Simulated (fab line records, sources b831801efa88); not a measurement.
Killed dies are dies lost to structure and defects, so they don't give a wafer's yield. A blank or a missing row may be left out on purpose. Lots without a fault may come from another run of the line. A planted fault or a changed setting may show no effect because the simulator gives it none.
Which tool did it? | flow sky130 | 12 lots, 36 wafers sampled, at 3 steps of a route of 708

WHAT THE GAUGES READ, wafer by wafer
SKY_METAL5_RS_MEAS_05: measures by four-point-probe. Usual: METAL5_ALCU_RS 0.027 ohm/sq, standard deviation 0.00029.
lot  | measured     | on            | METAL5_ALCU_RS (ohm/sq) | flag
L722 | day 42 21:32 | film_metro-02 | 0.02675 0.02706 0.02691 |
L723 | day 43 12:30 | film_metro-02 | 0.02706 0.02706 0.02717 |
L724 | day 43 15:37 | film_metro-03 | 0.02719 0.02688 0.02687 |
L728 | day 44 17:17 | film_metro-02 | 0.02692 0.02698 0.02749 |
L729 | day 44 22:40 | film_metro-03 | 0.02743 0.02745 0.02768 |
L730 | day 45 01:47 | film_metro-04 | 0.02682 0.02688 0.02739 |
L731 | day 45 10:08 | film_metro-03 | 0.0272 0.02719 0.02726  |
L734 | day 46 10:56 | film_metro-03 | 0.02697 0.0269 0.02658  |
L735 | day 46 18:04 | film_metro-03 | 0.02713 0.02727 0.02709 |
L742 | day 48 06:40 | film_metro-02 | 0.02692 0.02697 0.02704 |
L743 | day 48 09:10 | film_metro-03 | 0.02743 0.02726 0.02762 |
L745 | day 48 17:42 | film_metro-02 | 0.02682 0.02648 0.02703 |

WHICH TOOL RAN EACH LOT (tool, then ch and the chambers of the sampled wafers, then the start)
lot  | SKY_VIA2_SPUTTER_20          | SKY_METAL5_SPUTTER_00
L722 | pvd_sputter-03, day 36 08:22 | pvd_sputter-01, day 42 21:20
L723 | pvd_sputter-03, day 37 01:06 | pvd_sputter-02, day 43 12:17
L724 | pvd_sputter-03, day 37 04:18 | pvd_sputter-01, day 43 15:26
L728 | pvd_sputter-03, day 38 09:47 | pvd_sputter-04, day 44 17:08
L729 | pvd_sputter-01, day 38 15:04 | pvd_sputter-04, day 44 22:30
L730 | pvd_sputter-03, day 38 19:51 | pvd_sputter-04, day 45 01:37
L731 | pvd_sputter-03, day 39 06:39 | pvd_sputter-02, day 45 09:58
L734 | pvd_sputter-04, day 40 10:53 | pvd_sputter-02, day 46 10:44
L735 | pvd_sputter-03, day 40 19:27 | pvd_sputter-04, day 46 17:54
L742 | pvd_sputter-01, day 42 13:45 | pvd_sputter-04, day 48 06:30
L743 | pvd_sputter-01, day 42 16:31 | pvd_sputter-04, day 48 08:59
L745 | pvd_sputter-03, day 43 02:57 | pvd_sputter-04, day 48 17:29
- SKY_VIA2_SPUTTER_20: material TiN, target thk 20 nm, time 80 s.
- SKY_METAL5_SPUTTER_00: material Ti, target thk 15 nm, time 10 s.

WHAT THE TOOLS THEMSELVES READ (means of the sampled wafers that have a number; where no wafer has one, the mark that the record gives instead)
SKY_VIA2_SPUTTER_20. Usual: throttle_valve_pct 30.3 %, standard deviation 0.61.
lot  | tool           | throttle_valve_pct (%) | flag
L722 | pvd_sputter-03 | 30.7                   |
L723 | pvd_sputter-03 | 30.6                   |
L724 | pvd_sputter-03 | 30.6                   |
L728 | pvd_sputter-03 | 30.5                   |
L729 | pvd_sputter-01 | 28.8                   |
L730 | pvd_sputter-03 | 30.5                   |
L731 | pvd_sputter-03 | 30.5                   |
L734 | pvd_sputter-04 | 30.3                   |
L735 | pvd_sputter-03 | 30.4                   |
L742 | pvd_sputter-01 | 29.1                   |
L743 | pvd_sputter-01 | 29.4                   |
L745 | pvd_sputter-03 | 30.5                   |

SKY_METAL5_SPUTTER_00. Usual: throttle_valve_pct 30.0 %, standard deviation 0.84.
lot  | tool           | throttle_valve_pct (%) | flag
L722 | pvd_sputter-01 | 30.0                   |
L723 | pvd_sputter-02 | 28.8                   |
L724 | pvd_sputter-01 | 30.1                   |
L728 | pvd_sputter-04 | 30.4                   |
L729 | pvd_sputter-04 | 30.4                   |
L730 | pvd_sputter-04 | 30.2                   |
L731 | pvd_sputter-02 | 29.6                   |
L734 | pvd_sputter-02 | 29.0                   |
L735 | pvd_sputter-04 | 30.4                   |
L742 | pvd_sputter-04 | 30.8                   |
L743 | pvd_sputter-04 | 30.4                   |
L745 | pvd_sputter-04 | 30.2                   |

THE ANSWER, worked out from the rows above alone
Rule: a lot is off if the mean of its wafers that have a number lies more than 3 standard deviations from the usual mean. A lot without any number at a reading at which 4 lots or more have one is off too. The other lots that the step has rows for count as sound. The gauges are gone through in route order, then the tools' own readings, and for those a lot's mean is taken as printed above. The first step at which some lot is off is used, and at that step the reading that is off furthest; a lot without a number counts as furthest.
No lot is off at any reading shown: from this, nothing can be told.

WHAT THE SIMULATOR HAD PUT IN
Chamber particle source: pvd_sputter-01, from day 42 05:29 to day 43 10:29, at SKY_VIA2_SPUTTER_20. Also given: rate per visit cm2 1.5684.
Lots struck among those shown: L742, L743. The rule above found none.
